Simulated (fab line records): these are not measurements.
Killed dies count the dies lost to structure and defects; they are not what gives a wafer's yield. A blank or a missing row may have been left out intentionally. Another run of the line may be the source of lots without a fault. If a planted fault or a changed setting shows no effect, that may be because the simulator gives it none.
fab line records | flow sky130
[record] lots = 13 wafers = 39 last-day = 50
route steps=708 shown VT_ADJUST_NCORE@128 CONTACT@432 METAL1@450 VIA1@471
lots that met no fault: taken from a fault-free run of the same line
start-h: start of the lot's first displayed wafer, in hours after the record's first day | wait-h: how many hours have passed since the lot's step before this one | " same as the row above | L1.1+2: a row that stands for several wafers | - no value, or no start given | * or withheld: withheld | < > ~ a bound
route shown NAME@n: NAME is a module with steps in the file, n the number in the route of the first one | usual: mean/standard deviation taken from wafers without a fault | same: alike in all rows | chamber/n: place in a boat | sites: per-site readings | _std_site: their standard deviation | _edge_site: the outer-site mean with the inner-site mean subtracted | radius-mm: for every site, how far away it sits from the centre of the wafer | mask NAME#n: copy n | behind: the tool/chamber that last shaped the wafer | hold: cause of the lot's hold/its duration in hours/its outcome | device: the n, p or np transistor that did not switch | end of line: at the end of the route, the tests of the same wafers | a step given without rows: its recipe and nothing more | killed: the dies lost at the first sort to structure and to defects; this is not the yield of the wafer | map: shows each die of a wafer: x if killed, . if not, _ if none is there
set.NAME: the run value of the setting; set.NAME@STEP: its run value at that earlier step | model.NAME: the simulator's own value behind a step, which no gauge read
steps of the route over a sample of lots; a table a step, a row a wafer
services: the hour from which a tool's chamber was out of use, counted from the record's first day as start-h (under 0 if before that day), plus the number of hours and why
[[steps]]
[step SKY_VT_ADJUST_NCORE_IMPLANT_09]
[recipe] species = B energy-kev = 10 dose-cm2 = 2.4e+12 tilt-deg = withheld
[usual] beam-energy-keV = 9.9999/0.0025
// columns lot.wafer tool chamber start-h wait-h beam-energy-keV
L884.2 implanter-04 0 185.60 0.0 10.003
L884.3 " 0 " " 10.001
L884.4 " 0 " " 10.001
L885.2 implanter-02 0 188.90 0.0 10.000
L885.3 " 0 " " 10.002
L885.4 " 0 " " 10.005
L894.1 implanter-03 0 255.27 0.0 6.5977
L894.2 " 0 " " 6.6005
L894.3 " 0 " " 6.5982
L895.1 implanter-03 0 263.52 0.0 6.5987
L895.3 " 0 " " 6.5946
L895.4 " 0 " " 6.5993
L896.1 implanter-04 0 270.77 0.0 10.001
L896.3 " 0 " " 10.002
L896.6 " 0 " " 10.003
L897.2 implanter-04 0 279.17 0.0 10.000
L897.4 " 0 " " 10.002
L897.6 " 0 " " 10.000
L898.1 implanter-02 0 282.52 0.0 9.9995
L898.3 " 0 " " 10.003
L898.6 " 0 " " 10.002
L899.1 implanter-04 0 291.99 0.0 10.002
L899.3 " 0 " " 10.007
L899.6 " 0 " " 10.004
L900.4 implanter-02 0 298.30 0.1 9.9937
L900.5 " 0 " " 9.9993
L900.6 " 0 " " 9.9994
L903.3 implanter-02 0 321.24 0.1 9.9986
L903.4 " 0 " " 9.9981
L903.5 " 0 " " 9.9990
L904.3 implanter-02 0 326.07 0.1 10.004
L904.4 " 0 " " 9.9975
L904.6 " 0 " " 10.004
L906.2 implanter-03 0 342.75 0.0 9.9994
L906.3 " 0 " " 10.001
L906.5 " 0 " " 9.9969
L907.1 implanter-04 0 350.67 0.0 9.9987
L907.5 " 0 " " 9.9999
L907.6 " 0 " " 9.9994
[step SKY_VT_ADJUST_NCORE_TW_MEAS_11]
[usual] VT_ADJUST_NCORE_TW = 218.1/1.4
// columns lot.wafer tool chamber start-h wait-h VT_ADJUST_NCORE_TW
L884.2 film-metro-03 - 185.83 0.1 219.9
L884.3 " - " " 218.8
L884.4 " - " " 219.4
L885.2 film-metro-01 - 189.13 0.1 217.9
L885.3 " - " " 217.8
L885.4 " - " " 216.9
L894.1 film-metro-01 - 255.52 0.1 196.5
L894.2 " - " " 196.5
L894.3 " - " " 197.4
L895.1 film-metro-04 - 263.77 0.1 199.9
L895.3 " - " " 198.4
L895.4 " - " " 198.4
L896.1 film-metro-01 - 271.02 0.1 215.9
L896.3 " - " " 216.3
L896.6 " - " " 216.5
L897.2 film-metro-04 - 279.40 0.1 219.0
L897.4 " - " " 218.0
L897.6 " - " " 218.0
L898.1 film-metro-01 - 282.77 0.1 217.2
L898.3 " - " " 217.0
L898.6 " - " " 217.4
L899.1 film-metro-01 - 292.24 0.1 217.3
L899.3 " - " " 219.5
L899.6 " - " " 219.0
L900.4 film-metro-01 - 298.50 0.1 218.1
L900.5 " - " " 219.7
L900.6 " - " " 218.8
L903.3 film-metro-01 - 321.46 0.1 217.8
L903.4 " - " " 216.2
L903.5 " - " " 216.9
L904.3 film-metro-03 - 326.29 0.1 220.5
L904.4 " - " " 219.6
L904.6 " - " " 220.7
L906.2 film-metro-03 - 342.98 0.1 218.0
L906.3 " - " " 218.0
L906.5 " - " " 218.4
L907.1 film-metro-01 - 350.92 0.1 217.8
L907.5 " - " " 218.6
L907.6 " - " " 217.8
[step SKY_CONTACT_THK_MEAS_26]
[recipe] thk-meas-gauge = xrf reads = W_of_CONTACT_CVD_24
[usual] CONTACT_W_THK = 348/5.6
// columns lot.wafer tool chamber start-h wait-h CONTACT_W_THK[nm]
L884.2 film-metro-03 - 746.27 0.1 345
L884.3 " - " " 347
L884.4 " - " " 349
L885.2 film-metro-03 - 747.45 0.1 348
L885.3 " - " " 350
L885.4 " - " " 362
L894.1 film-metro-01 - 829.96 0.1 347
L894.2 " - " " 348
L894.3 " - " " 351
L895.1 film-metro-04 - 840.51 0.1 345
L895.3 " - " " 346
L895.4 " - " " 349
L896.1 film-metro-03 - 846.76 0.1 347
L896.3 " - " " 347
L896.6 " - " " 343
L898.1 film-metro-04 - 864.80 0.1 355
L898.3 " - " " 344
L898.6 " - " " 344
L897.2 film-metro-01 - 866.88 0.1 342
L897.4 " - " " 342
L897.6 " - " " 338
L899.1 film-metro-04 - 868.53 0.1 345
L899.3 " - " " 342
L899.6 " - " " 339
L900.4 film-metro-01 - 868.91 0.1 358
L900.5 " - " " 357
L900.6 " - " " 351
L903.3 film-metro-01 - 890.46 0.1 345
L903.4 " - " " 350
L903.5 " - " " 346
L904.3 film-metro-03 - 893.11 0.1 349
L904.4 " - " " 352
L904.6 " - " " 356
L906.2 film-metro-03 - 909.28 0.1 353
L906.3 " - " " 352
L906.5 " - " " 353
L907.1 film-metro-01 - 911.83 0.1 349
L907.5 " - " " 347
L907.6 " - " " 358
[step SKY_METAL1_OVL_MEAS_16]
[usual] METAL1_OVL = 3/5.3
// columns lot.wafer tool chamber start-h wait-h METAL1_OVL[nm]
L884.2 overlay-01 - 773.41 0.1 2
L884.3 " - " " 3
L884.4 " - " " 3
L885.2 overlay-02 - 774.79 0.1 4
L885.3 " - " " 5
L885.4 " - " " 6
L894.1 overlay-01 - 856.84 0.1 1
L894.2 " - " " 3
L894.3 " - " " -3
L895.1 overlay-01 - 868.44 0.1 6
L895.3 " - " " 4
L895.4 " - " " 7
L896.1 overlay-02 - 874.24 0.1 8
L896.3 " - " " 8
L896.6 " - " " 6
L898.1 overlay-02 - 891.79 0.1 2
L898.3 " - " " 6
L898.6 " - " " 10
L897.2 overlay-02 - 892.99 0.1 0
L897.4 " - " " 6
L897.6 " - " " 8
L899.1 overlay-02 - 895.79 0.1 3
L899.3 " - " " 8
L899.6 " - " " 8
L900.4 overlay-02 - 895.93 0.1 4
L900.5 " - " " 5
L900.6 " - " " 3
L903.3 overlay-02 - 916.97 0.1 0
L903.4 " - " " 3
L903.5 " - " " -6
L904.3 overlay-02 - 919.50 0.1 -4
L904.4 " - " " -1
L904.6 " - " " -4
L906.2 overlay-02 - 934.74 0.1 5
L906.3 " - " " 13
L906.5 " - " " 9
L907.1 overlay-01 - 937.61 0.1 2
L907.5 " - " " 0
L907.6 " - " " 3
[step SKY_VIA1_OVL_MEAS_13]
[usual] VIA1_OVL = 1/5.1
// columns lot.wafer tool chamber start-h wait-h VIA1_OVL[nm]
L884.2 overlay-02 - 801.24 0.1 5
L884.3 " - " " 5
L884.4 " - " " -1
L885.2 overlay-01 - 802.69 0.1 1
L885.3 " - " " -5
L885.4 " - " " -3
L894.1 overlay-02 - 884.16 0.1 -3
L894.2 " - " " 2
L894.3 " - " " 2
L895.1 overlay-01 - 896.16 0.1 7
L895.3 " - " " 8
L895.4 " - " " 1
L896.1 overlay-01 - 901.86 0.1 -4
L896.3 " - " " -5
L896.6 " - " " 0
L898.1 overlay-02 - 918.44 0.1 -8
L898.3 " - " " 0
L898.6 " - " " -4
L897.2 overlay-01 - 919.69 0.1 -3
L897.4 " - " " -8
L897.6 " - " " -5
L900.4 overlay-01 - 921.87 0.1 -6
L900.5 " - " " -4
L900.6 " - " " -5
L899.1 overlay-02 - 922.36 0.1 7
L899.3 " - " " 8
L899.6 " - " " 0
L903.3 overlay-01 - 943.60 0.1 10
L903.4 " - " " 9
L903.5 " - " " 2
L904.3 overlay-02 - 945.22 0.1 -7
L904.4 " - " " -1
L904.6 " - " " 0
L906.2 overlay-02 - 960.31 0.1 8
L906.3 " - " " 3
L906.5 " - " " 9
L907.1 overlay-02 - 963.31 0.1 7
L907.5 " - " " 5
L907.6 " - " " 0
[[services]]
// columns tool chamber start-h hours kind
implanter-03 - 247.06 2.2 repair
implanter-04 - 308.08 3.4 pm
implanter-03 - 348.27 5.1 pm
[[key]]
[first-sign] step = SKY_VT_ADJUST_NCORE_IMPLANT_09 reading = beam-energy-keV direction = down sigmas = 99+ usual = * struck = *
[effect] step = SKY_VT_ADJUST_NCORE_TW_MEAS_11 reading = VT_ADJUST_NCORE_TW direction = down sigmas = 15 usual = 218.1 struck = 197.9
met-at SKY_VT_ADJUST_NCORE_IMPLANT_09
struck-lots L894,L895
tester-left-out L894,L895
not-acting-at SKY_CONTACT_THK_MEAS_26,SKY_METAL1_OVL_MEAS_16,SKY_VIA1_OVL_MEAS_13
[fault] kind = process-parameter-drift tool = implanter-03 chamber = - onset-h = 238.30 steps = SKY_VT_ADJUST_NCORE_IMPLANT_09 channel = energy-kev offset = * shape = step end-h = 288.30 acts-in = * stated = *
// tester-left-out: of these lots the tester's yield and bins aren't shown, on N5 and GAA mostly nor the transistor test; their killed dies are dies lost to structure and defects alone, not to doping, threshold or leakage, so they don't give the yield
